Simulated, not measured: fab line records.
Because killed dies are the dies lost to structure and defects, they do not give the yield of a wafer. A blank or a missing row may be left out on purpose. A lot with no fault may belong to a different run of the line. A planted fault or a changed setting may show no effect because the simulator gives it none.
fab line records	flow gf180mcu
record lots=15	wafers=45	lastDay=35
route steps=602 shown STI@16 NWELL@52 LVPWELL@64 HV_LDD@228
lots with no fault: from the same line, run without faults
startH: hours from the record's first day to the start of the lot's first wafer shown	waitH: how many hours have passed since the lot's step before this one	" same as the row above	L1.1+2: a row that stands for several wafers	- value missing, or start not given	* or withheld: withheld	< > ~ a bound
route shown NAME@n: names a module that has steps shown in the file, with the first one's number in the route	usual: mean and standard deviation over wafers with no fault	same: alike in all rows	chamber/n: place in a boat	sites: each site's reading	_std_site: the standard deviation of these	_edge_site: outer sites' mean less inner sites'	radiusMm: how far each site lies from the wafer's centre	mask NAME#n: copy n	behind: the most recent tool/chamber to have shaped the wafer	hold: what put the lot on hold/how long, in hours/how the hold closed	device: transistor that didn't switch, given as n, p or np	end of line: tests run on the same wafers once the route is complete	where a step has no rows: the recipe by itself	killed: dies that structure and defects cost at the first sort, which is not the same as the wafer's yield	map: per-die view of a wafer (x killed, . not killed, _ where there is no die)
set.NAME: the setting the step ran with; set.NAME@STEP: the setting that earlier step ran with	model.NAME: the simulator's own value behind a step, which no gauge read
the route's steps for a sample of lots (tables are steps, rows are wafers)
services: the hour from which a tool's chamber was out of use, counted from the record's first day as startH (under 0 if before that day), plus the number of hours and why
## steps
# step GF_STI_STRIP_15
# recipe chemistry=O2/N2	powerW=1400	pressureMtorr=1500	platenTempC=250	o2FlowSccm=3000	n2FlowSccm=300	overashFraction=0.5
# usual chamberPressureMTorr=1499.8/1.5	drypumpMotorCurrentA=5.9/0.51	heaterPowerW=328/56	oesProductAu=0.386/0.0051	stripTimeToEndpointS=3.77/0.057
lot.wafer	tool	chamber	startH	waitH	chamberPressureMTorr	drypumpMotorCurrentA	heaterPowerW	oesProductAu	rfHoursCounterH	stripTimeToEndpointS
L349.2	plasmaAsher-04	0	31.73	0.0	1499.5	4.9	383	0.383	22	3.80
L349.4	"	0	"	"	1499.4	4.9	400	0.393	-	3.84
L349.5	"	1	"	"	1498.3	5.9	303	0.395	-	3.82
L351.1	plasmaAsher-02	1	42.38	0.0	1499.0	6.2	294	0.381	42	3.74
L351.3	"	1	"	"	1498.5	6.2	296	0.381	-	3.82
L351.6	"	0	"	"	1497.4	5.8	428	0.378	-	3.77
L352.1	plasmaAsher-03	1	47.11	0.0	1501.7	6.6	276	0.387	33	3.73
L352.2	"	0	"	"	1498.7	5.7	281	0.382	33	3.70
L352.5	"	1	"	"	1501.5	6.6	283	0.391	-	3.69
L353.1	plasmaAsher-03	1	52.46	0.0	1498.5	6.6	282	0.386	33	3.70
L353.2	"	0	"	"	1499.8	5.7	292	0.386	33	3.74
L353.6	"	1	"	"	1500.0	6.6	279	0.378	-	3.73
L354.3	plasmaAsher-03	1	56.57	0.1	1499.7	6.6	279	0.391	-	3.85
L354.4	"	0	"	"	1499.5	5.7	287	0.382	-	3.86
L354.6	"	0	"	"	1501.3	5.7	283	0.388	-	3.88
L355.2	plasmaAsher-02	1	61.29	0.0	1503.6	6.2	304	0.377	44	3.63
L355.3	"	1	"	"	1501.7	6.2	306	0.380	-	3.75
L355.4	"	0	"	"	1499.8	5.7	431	0.392	-	3.78
L356.1	plasmaAsher-02	0	66.44	0.0	1499.4	5.7	424	0.387	44	3.74
L356.4	"	1	"	"	1500.4	6.2	306	0.394	-	3.82
L356.5	"	1	"	"	1500.6	6.2	300	0.389	-	3.86
L357.3	plasmaAsher-02	0	70.12	0.1	1499.3	5.8	417	0.394	-	3.83
L357.4	"	1	"	"	1496.8	6.2	300	0.388	-	3.82
L357.6	"	0	"	"	1498.9	5.8	435	0.393	-	3.86
L358.2	plasmaAsher-03	0	77.46	0.0	1499.7	5.7	286	0.378	36	3.67
L358.3	"	1	"	"	1500.4	6.6	280	0.382	-	3.78
L358.5	"	0	"	"	1501.3	5.7	289	0.386	-	3.81
L366.2	plasmaAsher-03	1	118.23	0.0	1500.4	6.6	274	0.389	40	3.81
L366.3	"	1	"	"	1499.7	6.6	272	0.394	-	3.86
L366.6	"	1	"	"	1497.5	6.6	283	0.385	-	3.74
L367.1	plasmaAsher-04	0	122.76	0.0	1497.3	4.9	389	0.386	32	3.79
L367.4	"	0	"	"	1499.3	4.9	386	0.380	-	3.82
L367.5	"	1	"	"	1499.1	5.9	301	0.383	-	3.73
L368.3	plasmaAsher-04	0	127.97	0.1	1498.3	4.9	388	0.384	-	3.85
L368.4	"	1	"	"	1504.1	5.9	301	0.387	-	3.74
L368.6	"	1	"	"	1499.5	5.9	300	0.380	-	3.79
L369.2	plasmaAsher-02	1	133.29	0.0	1501.2	6.2	305	0.383	52	3.70
L369.3	"	1	"	"	1499.7	6.2	300	0.377	-	3.69
L369.6	"	1	"	"	1496.0	6.2	298	0.383	-	3.67
L370.1	plasmaAsher-03	1	139.11	0.0	1501.8	6.6	277	0.384	42	3.73
L370.2	"	0	"	"	1500.7	5.8	289	0.380	42	3.69
L370.3	"	0	"	"	1500.6	5.7	280	0.385	-	3.79
L371.2	plasmaAsher-03	1	145.61	0.0	1501.1	6.6	285	0.386	43	3.78
L371.4	"	0	"	"	1500.0	5.7	278	0.385	-	3.77
L371.5	"	0	"	"	1499.2	5.7	297	0.388	-	3.85
# step GF_NWELL_STRIP_10
# recipe chemistry=O2/N2	powerW=1400	pressureMtorr=1500	platenTempC=250	o2FlowSccm=3000	n2FlowSccm=300	overashFraction=0.5
# usual chamberPressureMTorr=1499.9/1.5	drypumpMotorCurrentA=5.6/0.43	heaterPowerW=344/44	oesProductAu=0.722/0.0048	stripTimeToEndpointS=37.06/0.11
lot.wafer	tool	chamber	startH	waitH	chamberPressureMTorr	drypumpMotorCurrentA	heaterPowerW	oesProductAu	rfHoursCounterH	stripTimeToEndpointS
L349.2	plasmaAsher-04	1	61.60	0.1	1502.7	5.9	295	0.725	26	37.06
L349.4	"	1	"	"	1500.2	5.9	307	0.731	-	37.07
L349.5	"	1	"	"	1500.0	5.9	303	0.719	-	37.02
L351.1	plasmaAsher-02	0	73.64	0.1	1499.8	5.7	430	0.714	45	37.09
L351.3	"	0	"	"	1499.8	5.7	421	0.723	-	36.98
L351.6	"	1	"	"	1499.0	6.2	302	0.728	-	37.05
L352.1	plasmaAsher-04	1	78.54	0.1	1499.4	5.9	304	0.721	27	37.14
L352.2	"	0	"	"	1499.2	4.9	383	0.716	27	36.96
L352.5	"	1	"	"	1499.8	6.0	306	0.715	-	37.09
L353.1	plasmaAsher-04	0	85.80	0.1	1496.7	4.9	391	0.723	28	36.96
L353.2	"	1	"	"	1500.5	5.9	298	0.723	28	37.00
L353.6	"	0	"	"	1500.4	4.9	383	0.728	-	36.97
L354.3	plasmaAsher-04	1	90.98	0.1	1500.5	5.9	301	0.717	-	37.06
L354.4	"	0	"	"	1500.3	4.9	379	0.729	-	37.17
L354.6	"	0	"	"	1498.2	4.9	392	0.720	-	37.10
L355.2	plasmaAsher-01	1	94.89	0.1	1498.0	5.7	325	0.721	45	37.33
L355.3	"	0	"	"	1500.6	5.2	324	0.723	-	37.17
L355.4	"	1	"	"	1500.8	5.7	327	0.726	-	37.25
L356.1	plasmaAsher-02	0	97.54	0.1	-	-	-	-	-	-
L356.4	"	0	"	"	-	-	-	-	-	-
L356.5	"	0	"	"	-	-	-	-	-	-
L357.3	plasmaAsher-04	0	101.97	0.1	-	-	-	-	-	-
L357.4	"	1	"	"	-	-	-	-	-	-
L357.6	"	1	"	"	-	-	-	-	-	-
L358.2	plasmaAsher-04	1	110.44	0.1	-	-	-	-	-	-
L358.3	"	0	"	"	-	-	-	-	-	-
L358.5	"	1	"	"	-	-	-	-	-	-
L366.2	plasmaAsher-01	1	154.89	0.1	1500.8	5.7	339	0.724	3	36.96
L366.3	"	1	"	"	1500.2	5.7	345	0.718	-	37.02
L366.6	"	1	"	"	1497.5	5.7	345	0.725	-	36.88
L367.1	plasmaAsher-04	1	161.89	0.1	1497.2	5.9	294	0.727	36	37.14
L367.4	"	1	"	"	1499.2	5.9	301	0.717	-	37.18
L367.5	"	1	"	"	1501.7	5.9	303	0.719	-	37.08
L368.3	plasmaAsher-01	0	165.63	0.1	1501.2	5.2	321	0.717	-	37.09
L368.4	"	1	"	"	1504.1	5.7	338	0.722	-	37.11
L368.6	"	0	"	"	1501.1	5.2	318	0.724	-	37.11
L369.2	plasmaAsher-02	1	171.60	0.1	1498.8	6.2	300	0.722	56	37.04
L369.3	"	0	"	"	1501.0	5.7	426	0.722	-	37.21
L369.6	"	1	"	"	1501.1	6.2	297	0.713	-	37.01
L370.1	plasmaAsher-01	1	176.68	0.1	1501.2	5.7	332	0.721	6	37.06
L370.2	"	0	"	"	1500.7	5.2	318	0.720	6	37.16
L370.3	"	1	"	"	1499.9	5.7	348	0.725	-	37.08
L371.2	plasmaAsher-02	0	183.24	0.1	1502.1	5.7	426	0.728	57	36.98
L371.4	"	0	"	"	1497.4	5.7	424	0.726	-	36.90
L371.5	"	0	"	"	1501.8	5.7	418	0.717	-	36.98
# step GF_LVPWELL_STRIP_10
# recipe chemistry=O2/N2	powerW=1400	pressureMtorr=1500	platenTempC=250	o2FlowSccm=3000	n2FlowSccm=300	overashFraction=0.5
# usual chamberPressureMTorr=1500.0/1.4	drypumpMotorCurrentA=5.7/0.54	heaterPowerW=320/37	oesProductAu=0.723/0.0044	stripTimeToEndpointS=37.06/0.09
lot.wafer	tool	chamber	startH	waitH	chamberPressureMTorr	drypumpMotorCurrentA	heaterPowerW	oesProductAu	rfHoursCounterH	stripTimeToEndpointS
L349.2	plasmaAsher-04	0	74.59	0.1	1499.0	4.9	389	0.730	27	37.11
L349.4	"	0	"	"	1501.6	4.9	391	0.716	-	37.09
L349.5	"	1	"	"	1498.5	5.9	304	0.722	-	37.15
L351.1	plasmaAsher-01	0	86.57	0.1	1499.8	5.2	331	0.720	44	37.02
L351.3	"	0	"	"	1498.4	5.2	324	0.722	-	36.96
L351.6	"	0	"	"	1499.4	5.2	329	0.724	-	37.00
L352.1	plasmaAsher-03	1	91.82	0.1	1500.0	6.6	277	0.723	37	37.05
L352.2	"	0	"	"	1503.2	5.7	285	0.716	37	37.00
L352.5	"	1	"	"	1501.3	6.6	274	0.722	-	36.98
L353.1	plasmaAsher-04	1	99.95	0.1	1499.3	5.9	304	0.729	29	37.29
L353.2	"	0	"	"	1501.2	4.9	387	0.724	29	37.21
L353.6	"	1	"	"	1498.3	5.9	301	0.728	-	37.21
L354.3	plasmaAsher-03	0	105.44	0.1	1501.9	5.8	290	0.726	-	37.00
L354.4	"	1	"	"	1499.5	6.6	280	0.723	-	37.00
L354.6	"	0	"	"	1501.2	5.8	291	0.726	-	36.98
L355.2	plasmaAsher-03	1	109.02	0.1	1498.7	6.6	275	0.725	39	37.09
L355.3	"	1	"	"	1499.4	6.6	281	0.726	-	37.08
L355.4	"	0	"	"	1498.6	5.7	280	0.731	-	37.02
L356.1	plasmaAsher-03	0	112.09	0.1	1499.0	5.7	283	0.746	39	81.54
L356.4	"	1	"	"	1499.8	6.6	276	0.742	-	81.49
L356.5	"	0	"	"	1500.2	5.7	290	0.739	-	81.64
L357.3	plasmaAsher-04	0	116.50	0.1	1500.6	4.9	398	0.746	-	81.50
L357.4	"	1	"	"	1498.3	5.9	305	0.739	-	81.58
L357.6	"	1	"	"	1501.1	5.9	307	0.740	-	81.66
L358.2	plasmaAsher-04	0	125.27	0.1	1498.5	4.9	381	0.737	32	81.39
L358.3	"	1	"	"	1500.7	5.9	312	0.736	-	81.41
L358.5	"	0	"	"	1501.3	4.9	385	0.742	-	81.42
L366.2	plasmaAsher-01	0	172.17	0.1	1500.2	5.2	320	0.726	5	37.07
L366.3	"	0	"	"	1501.2	5.2	324	0.731	-	37.08
L366.6	"	0	"	"	1498.1	5.2	324	0.714	-	37.26
L367.1	plasmaAsher-01	1	179.32	0.1	1499.0	5.7	341	0.722	6	37.21
L367.4	"	0	"	"	1497.8	5.2	324	0.730	-	37.31
L367.5	"	0	"	"	1500.6	5.2	319	0.725	-	37.25
L368.3	plasmaAsher-01	1	183.53	0.1	1501.9	5.7	335	0.722	-	37.02
L368.4	"	0	"	"	1498.9	5.2	320	0.726	-	37.00
L368.6	"	0	"	"	1498.2	5.2	318	0.733	-	37.03
L369.2	plasmaAsher-04	1	189.47	0.1	1502.4	5.9	309	0.723	39	36.99
L369.3	"	0	"	"	1502.5	4.9	381	0.725	-	37.04
L369.6	"	0	"	"	1499.1	4.9	392	0.721	-	36.99
L370.1	plasmaAsher-01	0	194.88	0.1	1499.7	5.2	324	0.719	8	36.95
L370.2	"	1	"	"	1500.6	5.7	335	0.719	8	37.00
L370.3	"	1	"	"	1498.1	5.7	343	0.725	-	37.05
L371.2	plasmaAsher-04	1	202.02	0.1	1500.5	5.9	306	0.723	40	37.04
L371.4	"	1	"	"	1503.4	5.9	304	0.724	-	37.16
L371.5	"	0	"	"	1498.8	4.9	391	0.729	-	37.09
# step GF_LVPWELL_TW_MEAS_11
# usual LVPWELL_TW=558/8.7
lot.wafer	tool	chamber	startH	waitH	LVPWELL_TW
L349.2	filmMetro-02	-	74.70	0.1	559
L349.4	"	-	"	"	561
L349.5	"	-	"	"	562
L351.1	filmMetro-03	-	86.67	0.1	542
L351.3	"	-	"	"	540
L351.6	"	-	"	"	542
L352.1	filmMetro-02	-	91.92	0.1	562
L352.2	"	-	"	"	561
L352.5	"	-	"	"	563
L353.1	filmMetro-01	-	100.05	0.1	560
L353.2	"	-	"	"	563
L353.6	"	-	"	"	564
L354.3	filmMetro-03	-	105.52	0.1	546
L354.4	"	-	"	"	550
L354.6	"	-	"	"	550
L355.2	filmMetro-03	-	109.13	0.1	546
L355.3	"	-	"	"	547
L355.4	"	-	"	"	551
L356.1	filmMetro-02	-	112.19	0.1	30
L356.4	"	-	"	"	30
L356.5	"	-	"	"	30
L357.3	filmMetro-01	-	116.59	0.1	30
L357.4	"	-	"	"	30
L357.6	"	-	"	"	30
L358.2	filmMetro-01	-	125.38	0.1	30
L358.3	"	-	"	"	30
L358.5	"	-	"	"	30
L366.2	filmMetro-02	-	172.28	0.1	564
L366.3	"	-	"	"	565
L366.6	"	-	"	"	565
L367.1	filmMetro-03	-	179.42	0.1	545
L367.4	"	-	"	"	546
L367.5	"	-	"	"	543
L368.3	filmMetro-01	-	183.62	0.1	563
L368.4	"	-	"	"	561
L368.6	"	-	"	"	562
L369.2	filmMetro-02	-	189.58	0.1	562
L369.3	"	-	"	"	561
L369.6	"	-	"	"	567
L370.1	filmMetro-03	-	194.98	0.1	545
L370.2	"	-	"	"	545
L370.3	"	-	"	"	548
L371.2	filmMetro-01	-	202.13	0.1	564
L371.4	"	-	"	"	561
L371.5	"	-	"	"	564
# step GF_HV_LDD_RTA_52
# recipe tempC=1000	timeS=10	ambient=N2
# usual lampPowerPct=33.1/1.9	wafer_temp_C_max=1004.6/1.1
lot.wafer	tool	chamber	startH	waitH	lampPowerPct	wafer_temp_C_max
L349.2	rtpAnneal-02	0	287.06	0.0	34.1	1003.0
L349.4	"	0	"	"	34.1	1003.2
L349.5	"	0	"	"	34.2	1004.1
L351.1	rtpAnneal-02	0	310.77	0.0	34.1	1004.5
L351.3	"	0	"	"	34.1	1004.0
L351.6	"	0	"	"	34.1	1004.6
L352.1	rtpAnneal-01	0	316.80	0.0	29.4	1005.6
L352.2	"	0	"	"	29.4	1005.1
L352.5	"	0	"	"	29.4	1005.1
L353.1	rtpAnneal-01	0	327.13	0.0	29.5	1006.4
L353.2	"	0	"	"	29.4	1005.4
L353.6	"	0	"	"	29.4	1006.9
L354.3	rtpAnneal-02	0	337.82	0.0	34.1	1005.3
L354.4	"	0	"	"	34.1	1005.2
L354.6	"	0	"	"	34.1	1003.3
L356.1	rtpAnneal-01	0	346.30	0.0	29.4	1006.7
L356.4	"	0	"	"	29.4	1006.1
L356.5	"	0	"	"	29.4	1005.8
L355.2	rtpAnneal-02	0	347.33	0.0	34.0	1002.8
L355.3	"	0	"	"	34.1	1003.6
L355.4	"	0	"	"	34.2	1004.7
L357.3	rtpAnneal-02	0	355.65	0.0	34.1	1004.6
L357.4	"	0	"	"	34.1	1003.5
L357.6	"	0	"	"	34.2	1005.6
L358.2	rtpAnneal-02	0	370.37	0.0	34.1	1004.1
L358.3	"	0	"	"	34.1	1004.9
L358.5	"	0	"	"	34.1	1005.2
L366.2	rtpAnneal-02	0	432.16	0.0	34.1	1003.4
L366.3	"	0	"	"	34.1	1003.6
L366.6	"	0	"	"	34.1	1003.4
L367.1	rtpAnneal-02	0	440.47	0.0	34.1	1005.2
L367.4	"	0	"	"	34.1	1003.1
L367.5	"	0	"	"	34.1	1003.4
L368.3	rtpAnneal-02	0	448.28	0.0	34.1	1004.0
L368.4	"	0	"	"	34.1	1003.9
L368.6	"	0	"	"	34.1	1003.8
L369.2	rtpAnneal-01	0	455.66	0.0	29.4	1006.9
L369.3	"	0	"	"	29.4	1007.7
L369.6	"	0	"	"	29.4	1005.6
L370.1	rtpAnneal-02	0	463.91	0.0	34.1	1003.8
L370.2	"	0	"	"	34.1	1003.2
L370.3	"	0	"	"	34.1	1004.9
L371.2	rtpAnneal-02	0	476.56	0.0	34.1	1003.8
L371.4	"	0	"	"	34.2	1005.3
L371.5	"	0	"	"	34.1	1004.1
# step GF_HV_LDD_THK_MEAS_55
# recipe reads=SiO2_of_HV_LDD_CVD_54
# usual HV_LDD_CVD_54_THK=10.05/0.13
lot.wafer	tool	chamber	startH	waitH	HV_LDD_CVD_54_THK[nm]
L349.2	filmMetro-03	-	288.27	0.0	10.01
L349.4	"	-	"	"	10.03
L349.5	"	-	"	"	10.07
L351.1	filmMetro-01	-	311.98	0.0	10.05
L351.3	"	-	"	"	10.04
L351.6	"	-	"	"	10.06
L352.1	filmMetro-03	-	318.01	0.0	10.14
L352.2	"	-	"	"	10.07
L352.5	"	-	"	"	10.06
L353.1	filmMetro-03	-	328.84	0.0	9.89
L353.2	"	-	"	"	9.94
L353.6	"	-	"	"	9.97
L354.3	filmMetro-02	-	339.02	0.0	9.82
L354.4	"	-	"	"	9.88
L354.6	"	-	"	"	9.82
L356.1	filmMetro-03	-	348.01	0.0	10.08
L356.4	"	-	"	"	10.05
L356.5	"	-	"	"	10.16
L355.2	filmMetro-02	-	349.04	0.0	9.86
L355.3	"	-	"	"	9.86
L355.4	"	-	"	"	9.75
L357.3	filmMetro-03	-	356.86	0.0	10.13
L357.4	"	-	"	"	10.14
L357.6	"	-	"	"	10.09
L358.2	filmMetro-02	-	371.58	0.0	9.88
L358.3	"	-	"	"	10.01
L358.5	"	-	"	"	9.94
L366.2	filmMetro-03	-	433.37	0.0	10.23
L366.3	"	-	"	"	10.27
L366.6	"	-	"	"	10.23
L367.1	filmMetro-01	-	441.67	0.0	9.79
L367.4	"	-	"	"	9.98
L367.5	"	-	"	"	9.93
L368.3	filmMetro-02	-	449.48	0.0	9.93
L368.4	"	-	"	"	9.95
L368.6	"	-	"	"	9.99
L369.2	filmMetro-02	-	456.86	0.0	9.98
L369.3	"	-	"	"	9.99
L369.6	"	-	"	"	10.03
L370.1	filmMetro-01	-	465.12	0.0	9.99
L370.2	"	-	"	"	9.93
L370.3	"	-	"	"	10.04
L371.2	filmMetro-03	-	477.77	0.0	10.03
L371.4	"	-	"	"	10.07
L371.5	"	-	"	"	9.90
## services
tool	chamber	startH	hours	kind
plasmaAsher-03	-	30.85	14.6	pm
rtpAnneal-02	-	59.42	0.9	pm
plasmaAsher-01	-	63.91	1.0	repair
plasmaAsher-04	-	69.10	2.2	repair
plasmaAsher-02	-	87.36	1.0	repair
plasmaAsher-01	-	106.52	1.2	repair
plasmaAsher-01	-	108.75	9.0	pm
plasmaAsher-01	0	108.75	9.0	ventCycle
plasmaAsher-01	1	108.75	9.0	ventCycle
plasmaAsher-01	0	117.75	-	clean
plasmaAsher-03	-	136.85	0.4	repair
plasmaAsher-03	-	220.84	2.8	pm
plasmaAsher-02	-	247.39	3.1	repair
plasmaAsher-02	-	321.88	1.0	repair
plasmaAsher-01	-	338.66	0.6	repair
plasmaAsher-02	-	353.94	0.5	repair
rtpAnneal-01	-	373.46	81.5	pm
plasmaAsher-03	-	421.25	9.0	pm
plasmaAsher-03	0	421.25	9.0	ventCycle
plasmaAsher-03	1	421.25	9.0	ventCycle
plasmaAsher-03	0	430.25	-	clean
plasmaAsher-03	1	430.25	-	clean
plasmaAsher-03	-	448.85	41.1	pm
plasmaAsher-04	-	457.09	2.8	pm
## key
firstSign step=GF_NWELL_STRIP_10	reading=toolRecord	direction=missing
effect step=GF_LVPWELL_STRIP_10	reading=stripTimeToEndpointS	direction=up	sigmas=99+	usual=*	struck=*
effect step=GF_LVPWELL_TW_MEAS_11	reading=LVPWELL_TW	direction=down	sigmas=61	usual=558	struck=30
metAt GF_NWELL_STRIP_10
struckLots L356,L357,L358
sortLeftOut L356.1,L356.4,L356.5,L357.3,L357.4,L357.6,L358.2,L358.3,L358.5
testerLeftOut L356,L357,L358
notActingAt GF_STI_STRIP_15,GF_HV_LDD_RTA_52,GF_HV_LDD_THK_MEAS_55
onsetBetween 90.98 97.54
fault kind=skippedStepWhole	tool=plasmaAsher-02,plasmaAsher-04	chamber=-	onsetH=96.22	steps=GF_NWELL_STRIP_10	scope=struckLotsOnly
# testerLeftOut: of these lots the tester's yield and bins aren't shown, on N5 and GAA mostly nor the transistor test; their killed dies are dies lost to structure and defects alone, not to doping, threshold or leakage, so they don't give the yield
# sortLeftOut: the simulated sort isn't trusted on such a fault, so these wafers' sort isn't shown, and their yield isn't known
